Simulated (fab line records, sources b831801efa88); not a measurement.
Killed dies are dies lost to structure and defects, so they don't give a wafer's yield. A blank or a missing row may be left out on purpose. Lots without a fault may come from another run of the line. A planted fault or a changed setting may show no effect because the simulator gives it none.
fab line records | flow sky130
record lots=5 wafers=15 last_day=50
route steps=708 shown METAL4@636 VIA4@639 METAL5@661
lots that met no fault: from a run of the same line without faults
start_h: hours from the record's first day to the start of the lot's first wafer shown | wait_h: hours since the lot's step before | " the same as in the row above | L1.1+2: a row that stands for several wafers | - no value, or no start given | * or withheld: withheld | < > ~ a bound
route shown NAME@n: a module of which the file shows steps, and the number in the route of the first | usual: mean/standard deviation of fault-free wafers | same: alike in all rows | chamber/n: place in a boat | sites: the reading at each site | _std_site: their standard deviation | _edge_site: outer sites' mean less inner sites' | radius_mm: how far each site lies from the wafer's centre | mask NAME#n: copy n | behind: the tool/chamber that last shaped the wafer | hold: why the lot was held/for how many hours/how that ended | device: the transistor (n, p or np) that didn't switch | end of line: the same wafers' tests at the end of the route | a step without rows: its recipe alone | killed: dies lost to structure and defects at the first sort, not the wafer's yield | map: a wafer's dies, x killed, . not, _ none there
set.NAME: the setting as run; set.NAME@STEP: as run at that earlier step | model.NAME: the simulator's own value behind a step, which no gauge read
lots at some steps of the route; a table a step, a row a wafer
services: from which hour (start_h, from the record's first day; less than 0 if before it) a tool's chamber was out of use, for how many hours, and why
## steps
# step SKY_METAL4_STRIP_20
# recipe chemistry=post_etch_residue_remover time_s=1200 temp_c=72.5
# columns lot.wafer tool chamber start_h wait_h
L082.1+4+5 wet_bench-01 2 1044.93 0.1
L085.1+3+4 wet_bench-02 1 1062.03 0.1
L088.2+3+5 wet_bench-01 1 1078.63 0.1
L092.3+4+5 wet_bench-01 3 1106.38 0.0
L093.2+4+5 wet_bench-01 1 1108.46 0.1
# step SKY_METAL4_CLEAN_21
# recipe chemistry=IPA time_s=180 temp_c=25
# columns lot.wafer tool chamber start_h wait_h
L082.1+4+5 wet_bench-02 3 1045.27 0.0
L085.1+3+4 wet_bench-02 0 1062.51 0.1
L088.2+3+5 wet_bench-04 2 1079.16 0.2
L092.3+4+5 wet_bench-04 1 1106.72 0.0
L093.2+4+5 wet_bench-02 1 1108.80 0.0
# step SKY_METAL4_CLEAN_22
# recipe chemistry=O3/DIW dry=n2_spin
# columns lot.wafer tool chamber start_h wait_h
L082.1+4+5 wet_bench-04 1 1045.33 0.0
L085.1+3+4 wet_bench-01 1 1062.66 0.1
L088.2+3+5 wet_bench-04 0 1079.27 0.1
L092.3+4+5 wet_bench-01 3 1106.79 0.0
L093.2+4+5 wet_bench-01 1 1108.86 0.0
# step SKY_VIA4_HDPCVD_00
# recipe material=SiO2 target_thk_nm=1750 sigma_open_frac=0.3 time_s=291.7 temp_c=400 sih4_flow_sccm=60 pressure_mtorr=6
# columns lot.wafer tool chamber start_h wait_h
L082.1+4+5 hdpcvd-02 2,0,1 1045.42 0.0
L085.1+3+4 hdpcvd-02 0,2,1 1062.76 0.0
L088.2+3+5 hdpcvd-01 0,1,0 1079.36 0.0
L092.3+4+5 hdpcvd-02 2,1,0 1106.88 0.0
L093.2+4+5 hdpcvd-02 0,1,0 1108.95 0.0
# step SKY_VIA4_THK_MEAS_01
# recipe reads=SiO2_of_VIA4_HDPCVD_00
# usual VIA4_HDPCVD_THK=1748/21
# columns lot.wafer tool chamber start_h wait_h VIA4_HDPCVD_THK[nm]
L082.1 film_metro-01 - 1045.60 0.1 1763
L082.4 " - " " 1763
L082.5 " - " " 1785
L085.1 film_metro-04 - 1062.94 0.1 1780
L085.3 " - " " 1772
L085.4 " - " " 1786
L088.2 film_metro-01 - 1079.55 0.1 1718
L088.3 " - " " 1775
L088.5 " - " " 1731
L092.3 film_metro-04 - 1107.08 0.1 1729
L092.4 " - " " 1738
L092.5 " - " " 1720
L093.2 film_metro-02 - 1109.14 0.1 1722
L093.4 " - " " 1720
L093.5 " - " " 1709
# step SKY_VIA4_CMP_02
# recipe material=SiO2 down_force_psi=4 platen_rpm=60 pad_velocity_m_s=0.94248
# usual motor_current_A=11.4/1.2
# columns lot.wafer tool chamber start_h wait_h motor_current_A
L082.4 cmp-01 3 1045.66 0.0 11.2
L082.1 " 2 " " 11.0
L082.5 " 0 " " 13.1
L085.4 cmp-01 3 1063.05 0.1 11.6
L085.3 " 0 " " 12.4
L085.1 " 1 " " 12.5
L088.2 cmp-01 3 1079.60 0.0 11.3
L088.3 " 0 " " 12.4
L088.5 " 3 " " 11.2
L092.4 cmp-02 2 1107.12 0.0 9.6
L092.3 " 1 " " 11.8
L092.5 " 2 " " 9.8
L093.4 cmp-02 3 1109.19 0.0 10.6
L093.2 " 1 " " 12.1
L093.5 " 3 " " 10.6
# step SKY_VIA4_BOW_MEAS_03
# recipe mode=bow
# usual VIA4_BOW=79/8.9
# columns lot.wafer tool chamber start_h wait_h VIA4_BOW[um]
L082.1 film_metro-01 - 1045.96 0.1 75
L082.4 " - " " 77
L082.5 " - " " 84
L085.1 film_metro-04 - 1063.30 0.1 79
L085.3 " - " " 80
L085.4 " - " " 77
L088.2 film_metro-04 - 1079.92 0.3 70
L088.3 " - " " 80
L088.5 " - " " 79
L092.3 film_metro-01 - 1107.46 0.1 69
L092.4 " - " " 78
L092.5 " - " " 83
L093.2 film_metro-01 - 1109.51 0.2 83
L093.4 " - " " 77
L093.5 " - " " 87
# step SKY_VIA4_DEHYDRATE_04
# recipe temp_c=200 time_s=60
# usual heater_power_total_W=160.38/0.13
# columns lot.wafer tool chamber start_h wait_h heater_power_total_W
L082.1 litho_track-02 0 1056.11 10.1 160.58
L082.4 " 0 " " 160.48
L082.5 " 0 " " 160.31
L085.1 litho_track-01 0 1073.56 10.2 160.24
L085.3 " 0 " " 160.46
L085.4 " 0 " " 160.20
L088.2 litho_track-01 0 1089.54 9.6 160.38
L088.3 " 0 " " 160.30
L088.5 " 0 " " 160.41
L092.3 litho_track-01 0 1116.71 9.2 160.17
L092.4 " 0 " " 160.44
L092.5 " 0 " " 160.44
L093.2 litho_track-04 0 1119.58 10.0 160.37
L093.4 " 0 " " 160.60
L093.5 " 0 " " 160.40
# step SKY_VIA4_HMDS_05
# recipe prime_time_s=60 prime_temp_c=120
# columns lot.wafer tool chamber start_h wait_h
L082.1+4+5 litho_track-02 0 1056.26 0.1
L085.1+3+4 litho_track-01 0 1073.71 0.1
L088.2+3+5 litho_track-01 0 1089.69 0.1
L092.3+4+5 litho_track-01 0 1116.86 0.1
L093.2+4+5 litho_track-04 0 1119.73 0.1
# step SKY_VIA4_COAT_06
# recipe resist=NOVOLAK spin_rpm=3000 resist_thk_nm=1140
# usual dispense_pressure_kPa=46.9/2
# columns lot.wafer tool chamber start_h wait_h dispense_pressure_kPa
L082.1 litho_track-02 0 1056.41 0.1 48.4
L082.4 " 0 " " 48.4
L082.5 " 0 " " 48.5
L085.1 litho_track-01 0 1073.86 0.1 47.8
L085.3 " 0 " " 47.8
L085.4 " 0 " " 47.8
L088.2 litho_track-01 0 1089.84 0.1 47.8
L088.3 " 0 " " 47.8
L088.5 " 0 " " 47.8
L092.3 litho_track-01 0 1117.01 0.1 47.8
L092.4 " 0 " " 47.8
L092.5 " 0 " " 47.8
L093.2 litho_track-04 0 1119.88 0.1 43.6
L093.4 " 0 " " 43.6
L093.5 " 0 " " 43.6
# step SKY_VIA4_SOFTBAKE_07
# recipe temp_c=90 time_s=60 resist=NOVOLAK
# usual heater_power_total_W=56.60/0.045
# columns lot.wafer tool chamber start_h wait_h heater_power_total_W
L082.1 litho_track-02 0 1056.56 0.1 56.66
L082.4 " 0 " " 56.70
L082.5 " 0 " " 56.55
L085.1 litho_track-01 0 1074.01 0.1 56.58
L085.3 " 0 " " 56.56
L085.4 " 0 " " 56.56
L088.2 litho_track-01 0 1089.99 0.1 56.70
L088.3 " 0 " " 56.55
L088.5 " 0 " " 56.60
L092.3 litho_track-01 0 1117.16 0.1 56.63
L092.4 " 0 " " 56.58
L092.5 " 0 " " 56.61
L093.2 litho_track-04 0 1120.03 0.1 56.66
L093.4 " 0 " " 56.58
L093.5 " 0 " " 56.54
# step SKY_VIA4_EXPOSE_08
# recipe mask_id=VIM4 na=0.6 source_shape=conventional sigma_outer=0.6 polarization=unpolarized target_cd_nm=800 dose_mj=132
# columns lot.wafer tool chamber start_h wait_h mask
L082.1+4+5 iline_stepper-02 0 - - VIM4#0
L085.1+3+4 iline_stepper-01 0 - - VIM4#0
L088.2+3+5 iline_stepper-02 0 - - VIM4#0
L092.3+4+5 iline_stepper-01 0 - - VIM4#0
L093.2+4+5 iline_stepper-01 0 - - VIM4#0
# step SKY_VIA4_PEB_09
# recipe temp_c=withheld time_s=* resist=NOVOLAK
# columns lot.wafer tool chamber start_h wait_h
L082.1+4+5 litho_track-02 0 - -
L085.1+3+4 litho_track-02 0 - -
L088.2+3+5 litho_track-02 0 - -
L092.3+4+5 litho_track-01 0 - -
L093.2+4+5 litho_track-04 0 - -
# step SKY_VIA4_DEVELOP_10
# recipe resist=NOVOLAK developer=TMAH develop_time_s=60 dev_temp_c=23
# columns lot.wafer tool chamber start_h wait_h
L082.1+4+5 litho_track-02 0 1066.91 0.1
L085.1+3+4 litho_track-02 0 1084.26 0.1
L088.2+3+5 litho_track-02 0 1100.33 0.1
L092.3+4+5 litho_track-01 0 1127.02 0.1
L093.2+4+5 litho_track-04 0 1130.03 0.1
# step SKY_VIA4_OVL_MEAS_11
# usual VIA4_OVL=-0.3/1.4
# columns lot.wafer tool chamber start_h wait_h VIA4_OVL[nm]
L082.1 overlay-01 - 1067.06 0.1 0.5
L082.4 " - " " -0.1
L082.5 " - " " 0.5
L085.1 overlay-01 - 1084.41 0.1 -0.4
L085.3 " - " " 0.2
L085.4 " - " " 0.1
L088.2 overlay-02 - 1100.46 0.1 0.2
L088.3 " - " " -0.5
L088.5 " - " " -1.1
L092.3 overlay-01 - 1127.13 0.1 0.2
L092.4 " - " " -1.2
L092.5 " - " " 2.0
L093.2 overlay-01 - 1130.16 0.1 -1.2
L093.4 " - " " -0.4
L093.5 " - " " 2.0
# step SKY_VIA4_ETCH_12
# recipe target=SiO2 chemistry=C4F8/O2/Ar stop_on=TiN mask_material=NOVOLAK source_w=1500 bias_w=1200 pressure_mtorr=40 c4f8_flow_sccm=withheld O2_flow_sccm=6 Ar_flow_sccm=300 time_s=withheld target_depth_a=5800
# usual oes_product_au=0.926/0.005 rf_fwd_power_W=1491/5.3
# columns lot.wafer tool chamber start_h wait_h oes_product_au rf_fwd_power_W
L082.1 rie_diel-03 2 1067.09 0.0 0.929 1492
L082.4 " 0 " " 0.926 1490
L082.5 " 1 " " 0.931 1495
L085.1 rie_diel-03 1 1084.44 0.0 0.919 1496
L085.3 " 2 " " 0.927 1496
L085.4 " 3 " " 0.923 1486
L088.2 rie_diel-03 1 1100.49 0.0 0.919 1494
L088.3 " 3 " " 0.925 1486
L088.5 " 1 " " 0.924 1491
L092.3 rie_diel-03 0 1127.15 0.0 0.933 1489
L092.4 " 2 " " 0.923 1490
L092.5 " 0 " " 0.923 1485
L093.2 rie_diel-01 0 1130.19 0.0 0.922 1487
L093.4 " 1 " " 0.927 1485
L093.5 " 2 " " 0.920 1495
# step SKY_VIA4_STRIP_13
# recipe chemistry=O2/N2 power_w=1400 pressure_mtorr=1500 platen_temp_c=withheld o2_flow_sccm=3000 n2_flow_sccm=300 overash_fraction=0.5
# usual drypump_motor_current_A=5.5/0.44 oes_product_au=0.710/0.0045 strip_time_to_endpoint_s=12.802/0.023
# columns lot.wafer tool chamber start_h wait_h drypump_motor_current_A oes_product_au rf_hours_counter_h strip_time_to_endpoint_s
L082.1 plasma_asher-01 0 1067.17 - 6.1 0.705 62 12.804
L082.4 " 1 " " 5.0 0.704 - 12.821
L082.5 " 0 " " 6.1 0.712 - 12.783
L085.1 plasma_asher-02 0 1084.52 - 5.0 0.712 29 12.775
L085.3 " 1 " " 5.7 0.715 - 12.768
L085.4 " 0 " " 5.1 0.708 - 12.815
L088.2 plasma_asher-01 0 1100.57 - 6.2 0.708 66 12.807
L088.3 " 0 " " 6.1 0.708 - 12.766
L088.5 " 0 " " 6.1 0.704 - 12.823
L092.3 plasma_asher-04 1 1127.26 - 5.8 0.719 - 12.800
L092.4 " 0 " " 5.1 0.708 - 12.794
L092.5 " 1 " " 5.9 0.711 - 12.813
L093.2 plasma_asher-04 0 1130.26 - 5.1 0.710 5 12.815
L093.4 " 0 " " 5.1 0.704 - 12.822
L093.5 " 0 " " 5.1 0.706 - 12.800
# step SKY_VIA4_STRIP_14
# recipe chemistry=post_etch_residue_remover time_s=1200 temp_c=72.5
# columns lot.wafer tool chamber start_h wait_h
L082.1+4+5 wet_bench-01 0 1067.27 0.1
L085.1+3+4 wet_bench-03 2 1084.62 0.1
L088.2+3+5 wet_bench-03 1 1100.67 0.1
L092.3+4+5 wet_bench-04 1 1127.38 0.1
L093.2+4+5 wet_bench-04 2 1130.36 0.1
# step SKY_VIA4_CLEAN_15
# recipe chemistry=IPA time_s=180 temp_c=25
# columns lot.wafer tool chamber start_h wait_h
L082.1+4+5 wet_bench-04 3 1067.61 0.0
L085.1+3+4 wet_bench-04 0 1084.99 0.0
L088.2+3+5 wet_bench-01 1 1101.01 0.0
L092.3+4+5 wet_bench-01 2 1127.72 0.0
L093.2+4+5 wet_bench-04 3 1130.70 0.0
# step SKY_VIA4_CLEAN_16
# recipe chemistry=O3/DIW dry=n2_spin
# columns lot.wafer tool chamber start_h wait_h
L082.1+4+5 wet_bench-01 3 1067.67 0.0
L085.1+3+4 wet_bench-03 3 1085.05 0.0
L088.2+3+5 wet_bench-04 0 1101.07 0.0
L092.3+4+5 wet_bench-03 1 1127.78 0.0
L093.2+4+5 wet_bench-04 2 1130.76 0.0
# step SKY_VIA4_SPUTTER_17
# recipe material=TiN target_thk_nm=20 chamber_pressure_pa=5 power_w=4000 time_s=80
# usual throttle_valve_pct=29.8/1.2
# columns lot.wafer tool chamber start_h wait_h throttle_valve_pct
L082.1 pvd_sputter-04 - 1067.76 0.0 27.6
L082.4 " - " " 28.7
L082.5 " - " " 27.4
L085.1 pvd_sputter-02 - 1085.15 0.0 28.4
L085.3 " - " " 30.4
L085.4 " - " " 28.7
L088.2 pvd_sputter-04 - 1101.17 0.0 28.6
L088.3 " - " " 27.3
L088.5 " - " " 30.0
L092.3 pvd_sputter-01 - 1127.87 0.0 30.9
L092.4 " - " " 29.7
L092.5 " - " " 31.7
L093.2 pvd_sputter-04 - 1130.85 0.0 31.0
L093.4 " - " " 30.0
L093.5 " - " " 30.0
# step SKY_VIA4_CVD_18
# recipe material=W target_thk_nm=505 time_s=152.14 temp_c=400 pressure_torr=40
# usual heater_power_w=780/59
# columns lot.wafer tool chamber start_h wait_h heater_power_w
L082.1 cvd_w-02 1 1067.82 0.0 699
L082.4 " 1 " " 707
L082.5 " 1 " " 709
L085.1 cvd_w-01 1 1085.21 0.0 850
L085.3 " 0 " " 729
L085.4 " 1 " " 868
L088.2 cvd_w-01 0 1101.24 0.0 754
L088.3 " 1 " " 856
L088.5 " 1 " " 886
L092.3 cvd_w-02 0 1128.03 0.1 811
L092.4 " 0 " " 810
L092.5 " 0 " " 784
L093.2 cvd_w-01 1 1130.91 0.0 842
L093.4 " 0 " " 779
L093.5 " 1 " " 884
# step SKY_VIA4_RS_MEAS_19
# recipe thk_meas_gauge=four-point-probe reads=W_of_VIA4_CVD_18+TiN_of_VIA4_SPUTTER_17
# usual VIA4_W_RS=0.2265/0.0028
# columns lot.wafer tool chamber start_h wait_h VIA4_W_RS[ohm/sq]
L082.1 film_metro-02 - 1067.97 0.1 0.2321
L082.4 " - " " 0.2327
L082.5 " - " " 0.2319
L085.1 film_metro-04 - 1085.36 0.1 0.2226
L085.3 " - " " 0.2273
L085.4 " - " " 0.2253
L088.2 film_metro-04 - 1101.41 0.1 0.2251
L088.3 " - " " 0.2287
L088.5 " - " " 0.2242
L092.3 film_metro-02 - 1128.27 0.2 0.2245
L092.4 " - " " 0.2243
L092.5 " - " " 0.2277
L093.2 film_metro-02 - 1131.08 0.1 0.2237
L093.4 " - " " 0.2254
L093.5 " - " " 0.2272
# step SKY_VIA4_THK_MEAS_20
# recipe thk_meas_gauge=xrf reads=W_of_VIA4_CVD_18
# usual VIA4_W_THK=504/6.3
# columns lot.wafer tool chamber start_h wait_h VIA4_W_THK[nm]
L082.1 film_metro-02 - 1068.09 0.1 495
L082.4 " - " " 492
L082.5 " - " " 496
L085.1 film_metro-04 - 1085.48 0.1 512
L085.3 " - " " 507
L085.4 " - " " 506
L088.2 film_metro-04 - 1101.52 0.1 507
L088.3 " - " " 500
L088.5 " - " " 511
L092.3 film_metro-02 - 1128.37 0.1 510
L092.4 " - " " 509
L092.5 " - " " 498
L093.2 film_metro-02 - 1131.19 0.1 511
L093.4 " - " " 509
L093.5 " - " " 502
# step SKY_VIA4_CMP_21
# recipe stop_on=SiO2 t_overpolish_s=25 down_force_psi=3.5 platen_rpm=60 target_thk_nm=0 pad_velocity_m_s=0.94248
# usual motor_current_A=10.4/1.1 overpolish_run_s=24.999/0.009 time_to_endpoint_s=122/4.3
# columns lot.wafer tool chamber start_h wait_h motor_current_A overpolish_run_s time_to_endpoint_s
L082.1 cmp-01 1 1068.20 0.1 10.5 25.001 120
L082.4 " 3 " " 10.8 25.003 115
L082.5 " 0 " " 12.1 24.988 124
L085.1 cmp-02 3 1085.57 0.1 9.4 24.983 127
L085.4 " 0 " " 10.6 25.002 127
L085.3 " 1 " " 11.0 25.011 123
L088.3 cmp-01 1 1101.57 0.0 11.0 24.979 118
L088.2 " 3 " " 10.5 24.999 112
L088.5 " 2 " " 9.5 24.996 121
L092.3 cmp-01 0 1128.41 0.0 11.6 24.991 129
L092.4 " 3 " " 11.6 24.988 120
L092.5 " 1 " " 10.5 25.004 125
L093.2 cmp-01 3 1131.31 0.1 11.1 25.005 111
L093.4 " 0 " " 11.8 25.009 124
L093.5 " 3 " " 10.3 25.014 114
# step SKY_METAL5_SPUTTER_00
# recipe material=Ti target_thk_nm=15 power_w=3000 time_s=10 chamber_pressure_pa=0.4
# usual throttle_valve_pct=29.3/0.88
# columns lot.wafer tool chamber start_h wait_h throttle_valve_pct
L082.1 pvd_sputter-04 - 1068.45 0.2 31.1
L082.4 " - " " 30.0
L082.5 " - " " 30.2
L085.1 pvd_sputter-02 - 1085.87 0.2 30.2
L085.3 " - " " 29.3
L085.4 " - " " 29.0
L088.2 pvd_sputter-04 - 1101.87 0.1 28.2
L088.3 " - " " 27.3
L088.5 " - " " 28.4
L092.3 pvd_sputter-03 - 1128.71 0.2 29.1
L092.4 " - " " 29.1
L092.5 " - " " 29.7
L093.2 pvd_sputter-03 - 1131.61 0.2 29.5
L093.4 " - " " 29.8
L093.5 " - " " 29.5
# step SKY_METAL5_SPUTTER_01
# recipe material=TiN target_thk_nm=20 power_w=6500 time_s=16.7 chamber_pressure_pa=0.4
# usual throttle_valve_pct=29.4/0.87
# columns lot.wafer tool chamber start_h wait_h throttle_valve_pct
L082.1 pvd_sputter-04 - 1068.47 0.0 31.1
L082.4 " - " " 30.1
L082.5 " - " " 30.1
L085.1 pvd_sputter-02 - 1085.90 0.0 30.1
L085.3 " - " " 29.3
L085.4 " - " " 29.0
L088.2 pvd_sputter-04 - 1101.89 0.0 28.6
L088.3 " - " " 27.8
L088.5 " - " " 28.7
L092.3 pvd_sputter-03 - 1128.74 0.0 28.7
L092.4 " - " " 29.1
L092.5 " - " " 29.9
L093.2 pvd_sputter-03 - 1131.63 0.0 29.5
L093.4 " - " " 30.1
L093.5 " - " " 29.3
# step SKY_METAL5_SPUTTER_02
# recipe material=AlCu target_thk_nm=1150 power_w=10600 time_s=61.2 chamber_pressure_pa=0.4
# usual throttle_valve_pct=29.4/0.86
# columns lot.wafer tool chamber start_h wait_h throttle_valve_pct
L082.1 pvd_sputter-04 - 1068.50 0.0 30.9
L082.4 " - " " 30.1
L082.5 " - " " 30.1
L085.1 pvd_sputter-02 - 1085.92 0.0 30.3
L085.3 " - " " 29.4
L085.4 " - " " 29.0
L088.2 pvd_sputter-04 - 1101.92 0.0 28.4
L088.3 " - " " 27.7
L088.5 " - " " 28.6
L092.3 pvd_sputter-03 - 1128.76 0.0 29.1
L092.4 " - " " 29.4
L092.5 " - " " 30.1
L093.2 pvd_sputter-03 - 1131.66 0.0 29.3
L093.4 " - " " 29.8
L093.5 " - " " 29.5
# step SKY_METAL5_SPUTTER_03
# recipe material=Ti target_thk_nm=5 power_w=3000 time_s=3.3 chamber_pressure_pa=0.4
# usual throttle_valve_pct=29.3/0.86
# columns lot.wafer tool chamber start_h wait_h throttle_valve_pct
L082.1 pvd_sputter-04 - 1068.55 0.0 31.0
L082.4 " - " " 30.0
L082.5 " - " " 30.1
L085.1 pvd_sputter-02 - 1085.97 0.0 30.3
L085.3 " - " " 29.4
L085.4 " - " " 29.2
L088.2 pvd_sputter-04 - 1101.97 0.0 28.7
L088.3 " - " " 27.7
L088.5 " - " " 28.6
L092.3 pvd_sputter-03 - 1128.81 0.0 29.2
L092.4 " - " " 29.6
L092.5 " - " " 29.8
L093.2 pvd_sputter-03 - 1131.71 0.0 29.3
L093.4 " - " " 29.7
L093.5 " - " " 29.2
# step SKY_METAL5_SPUTTER_04
# recipe material=TiN target_thk_nm=70 power_w=6500 time_s=58.3 chamber_pressure_pa=0.4
# usual throttle_valve_pct=29.4/0.87
# columns lot.wafer tool chamber start_h wait_h throttle_valve_pct
L082.1 pvd_sputter-04 - 1068.57 0.0 31.0
L082.4 " - " " 29.8
L082.5 " - " " 30.3
L085.1 pvd_sputter-02 - 1085.99 0.0 30.4
L085.3 " - " " 29.0
L085.4 " - " " 29.3
L088.2 pvd_sputter-04 - 1101.99 0.0 28.6
L088.3 " - " " 27.7
L088.5 " - " " 28.4
L092.3 pvd_sputter-03 - 1128.83 0.0 29.2
L092.4 " - " " 29.2
L092.5 " - " " 29.9
L093.2 pvd_sputter-03 - 1131.73 0.0 29.2
L093.4 " - " " 29.9
L093.5 " - " " 29.2
# step SKY_METAL5_RS_MEAS_05
# recipe thk_meas_gauge=four-point-probe reads=TiN_of_METAL5_SPUTTER_04+Ti_of_METAL5_SPUTTER_03+AlCu_of_METAL5_SPUTTER_02+TiN_of_METAL5_SPUTTER_01+Ti_of_METAL5_SPUTTER_00
# usual METAL5_ALCU_RS=0.0270/0.00036
# columns lot.wafer tool chamber start_h wait_h METAL5_ALCU_RS[ohm/sq]
L082.1 film_metro-01 - 1068.62 0.0 0.0276
L082.4 " - " " 0.0276
L082.5 " - " " 0.0277
L085.1 film_metro-04 - 1086.04 0.0 0.0273
L085.3 " - " " 0.0274
L085.4 " - " " 0.0271
L088.2 film_metro-04 - 1102.05 0.0 0.0268
L088.3 " - " " 0.0266
L088.5 " - " " 0.0267
L092.3 film_metro-01 - 1128.92 0.1 0.0270
L092.4 " - " " 0.0270
L092.5 " - " " 0.0275
L093.2 film_metro-01 - 1131.80 0.0 0.0269
L093.4 " - " " 0.0273
L093.5 " - " " 0.0269
# step SKY_METAL5_THK_MEAS_06
# recipe thk_meas_gauge=xrf reads=AlCu_of_METAL5_SPUTTER_02
# usual METAL5_ALCU_THK=1162/17
# columns lot.wafer tool chamber start_h wait_h METAL5_ALCU_THK[nm]
L082.1 film_metro-01 - 1068.74 0.1 1145
L082.4 " - " " 1142
L082.5 " - " " 1136
L085.1 film_metro-04 - 1086.16 0.1 1156
L085.3 " - " " 1151
L085.4 " - " " 1164
L088.2 film_metro-04 - 1102.16 0.1 1177
L088.3 " - " " 1182
L088.5 " - " " 1188
L092.3 film_metro-01 - 1129.02 0.1 1178
L092.4 " - " " 1171
L092.5 " - " " 1153
L093.2 film_metro-01 - 1131.91 0.1 1186
L093.4 " - " " 1169
L093.5 " - " " 1189
# step SKY_METAL5_DEHYDRATE_07
# recipe temp_c=200 time_s=60
# usual heater_power_total_W=160.36/0.13
# columns lot.wafer tool chamber start_h wait_h heater_power_total_W
L082.1 litho_track-02 0 1078.66 9.9 160.46
L082.4 " 0 " " 160.29
L082.5 " 0 " " 160.52
L085.1 litho_track-02 0 1095.51 9.3 160.20
L085.3 " 0 " " 160.29
L085.4 " 0 " " 160.22
L088.2 litho_track-02 0 1111.43 9.3 160.19
L088.3 " 0 " " 160.39
L088.5 " 0 " " 160.62
L092.3 litho_track-01 0 1138.37 9.3 160.17
L092.4 " 0 " " 160.58
L092.5 " 0 " " 160.40
L093.2 litho_track-02 0 1140.53 8.6 160.15
L093.4 " 0 " " 160.55
L093.5 " 0 " " 160.35
# step SKY_METAL5_HMDS_08
# recipe prime_time_s=60 prime_temp_c=120
# columns lot.wafer tool chamber start_h wait_h
L082.1+4+5 litho_track-02 0 1078.81 0.1
L085.1+3+4 litho_track-02 0 1095.66 0.1
L088.2+3+5 litho_track-02 0 1111.58 0.1
L092.3+4+5 litho_track-01 0 1138.52 0.1
L093.2+4+5 litho_track-02 0 1140.68 0.1
# step SKY_METAL5_COAT_09
# recipe resist=NOVOLAK spin_rpm=3000 resist_thk_nm=1800
# usual dispense_pressure_kPa=48.8/1.4
# columns lot.wafer tool chamber start_h wait_h dispense_pressure_kPa
L082.1 litho_track-02 0 1078.96 0.1 48.4
L082.4 " 0 " " 48.5
L082.5 " 0 " " 48.4
L085.1 litho_track-02 0 1095.81 0.1 48.5
L085.3 " 0 " " 48.4
L085.4 " 0 " " 48.4
L088.2 litho_track-02 0 1111.73 0.1 48.5
L088.3 " 0 " " 48.5
L088.5 " 0 " " 48.5
L092.3 litho_track-01 0 1138.67 0.1 47.8
L092.4 " 0 " " 47.8
L092.5 " 0 " " 47.7
L093.2 litho_track-02 0 1140.83 0.1 48.5
L093.4 " 0 " " 48.4
L093.5 " 0 " " 48.4
# step SKY_METAL5_SOFTBAKE_10
# recipe temp_c=90 time_s=60 resist=NOVOLAK
# usual heater_power_total_W=56.60/0.047
# columns lot.wafer tool chamber start_h wait_h heater_power_total_W
L082.1 litho_track-02 0 1079.11 0.1 56.56
L082.4 " 0 " " 56.65
L082.5 " 0 " " 56.62
L085.1 litho_track-02 0 1095.96 0.1 56.58
L085.3 " 0 " " 56.52
L085.4 " 0 " " 56.57
L088.2 litho_track-02 0 1111.88 0.1 56.58
L088.3 " 0 " " 56.58
L088.5 " 0 " " 56.60
L092.3 litho_track-01 0 1138.82 0.1 56.66
L092.4 " 0 " " 56.61
L092.5 " 0 " " 56.66
L093.2 litho_track-02 0 1140.98 0.1 56.61
L093.4 " 0 " " 56.52
L093.5 " 0 " " 56.57
# step SKY_METAL5_EXPOSE_11
# recipe mask_id=MM5 na=0.6 source_shape=conventional sigma_outer=0.6 polarization=unpolarized target_cd_nm=1600 dose_mj=190
# columns lot.wafer tool chamber start_h wait_h mask
L082.1+4+5 iline_stepper-02 0 - - MM5#0
L085.1+3+4 iline_stepper-01 0 - - MM5#0
L088.2+3+5 iline_stepper-02 0 - - MM5#0
L092.3+4+5 iline_stepper-01 0 - - MM5#0
L093.2+4+5 iline_stepper-02 0 - - MM5#0
# step SKY_METAL5_PEB_12
# recipe temp_c=withheld time_s=* resist=NOVOLAK
# columns lot.wafer tool chamber start_h wait_h
L082.1+4+5 litho_track-03 0 - -
L085.1+3+4 litho_track-03 0 - -
L088.2+3+5 litho_track-02 0 - -
L092.3+4+5 litho_track-01 0 - -
L093.2+4+5 litho_track-03 0 - -
# step SKY_METAL5_DEVELOP_13
# recipe resist=NOVOLAK developer=TMAH develop_time_s=60 dev_temp_c=23
# columns lot.wafer tool chamber start_h wait_h
L082.1+4+5 litho_track-03 0 1089.32 0.1
L085.1+3+4 litho_track-03 0 1105.92 0.1
L088.2+3+5 litho_track-02 0 1121.98 0.1
L092.3+4+5 litho_track-01 0 1148.07 0.1
L093.2+4+5 litho_track-03 0 1150.50 0.1
# step SKY_METAL5_DESCUM_14
# recipe chemistry=O2 source_power_w=150 bias_power_w=0 pressure_mtorr=10 temp_c=40 time_s=11
# usual drypump_motor_current_A=5.6/0.68 he_backside_leak_sccm=3.39/0.23 oes_product_au=1.000/0.0076 rf_fwd_power_W=147.2/0.92
# columns lot.wafer tool chamber start_h wait_h drypump_motor_current_A he_backside_leak_sccm oes_product_au rf_fwd_power_W rf_hours_counter_h
L082.1 rie_metal-02 1 1089.47 0.1 6.5 3.22 1.006 146.8 8
L082.4 " 1 " " 6.5 3.17 1.006 147.7 -
L082.5 " 0 " " 5.0 3.54 0.993 147.2 -
L085.1 rie_metal-02 1 1106.07 0.1 6.5 3.12 1.004 147.0 10
L085.3 " 0 " " 5.0 3.63 1.005 147.1 -
L085.4 " 1 " " 6.5 3.00 1.015 146.1 -
L088.2 rie_metal-03 0 1122.11 0.1 5.2 3.21 1.002 148.0 6
L088.3 " 0 " " 5.2 3.25 1.007 148.1 -
L088.5 " 1 " " 4.7 3.28 0.998 145.6 -
L092.3 rie_metal-02 1 1148.18 0.1 6.4 3.14 1.009 147.2 -
L092.4 " 0 " " 5.0 3.61 1.003 147.2 -
L092.5 " 0 " " 5.0 3.55 1.000 147.7 -
L093.2 rie_metal-04 0 1150.62 0.1 6.2 3.80 1.011 146.3 26
L093.4 " 1 " " 5.1 3.36 1.000 148.5 -
L093.5 " 0 " " 6.3 3.43 1.000 146.5 -
## services
# columns tool chamber start_h hours kind
plasma_asher-02 - 1025.00 0.8 repair
iline_stepper-02 - 1036.97 4.4 pm
cvd_w-01 - 1037.88 6.9 pm
cmp-02 - 1039.99 4.5 pm
plasma_asher-01 - 1050.13 1.3 repair
plasma_asher-04 - 1055.25 9.0 pm
cmp-01 - 1058.55 3.5 repair
rie_diel-03 1 1062.70 1.7 repair
plasma_asher-01 - 1064.93 1.5 repair
cmp-01 - 1082.43 1.5 repair
pvd_sputter-03 - 1083.74 4.6 repair
cmp-01 - 1084.00 4.0 pm
plasma_asher-04 - 1089.93 14.6 pm
cmp-02 - 1091.49 2.3 repair
cvd_w-01 - 1092.17 7.9 repair
cmp-01 - 1100.36 1.1 repair
cvd_w-01 0 1103.94 6.0 repair
cmp-02 - 1112.44 1.4 repair
hdpcvd-02 0 1118.44 3.5 repair
cvd_w-01 - 1120.67 1.6 repair
cvd_w-02 1 1123.39 11.4 repair
cmp-02 - 1131.37 0.8 repair
cmp-01 - 1135.01 4.1 pm
iline_stepper-02 - 1146.74 1.7 pm
## key
fault none
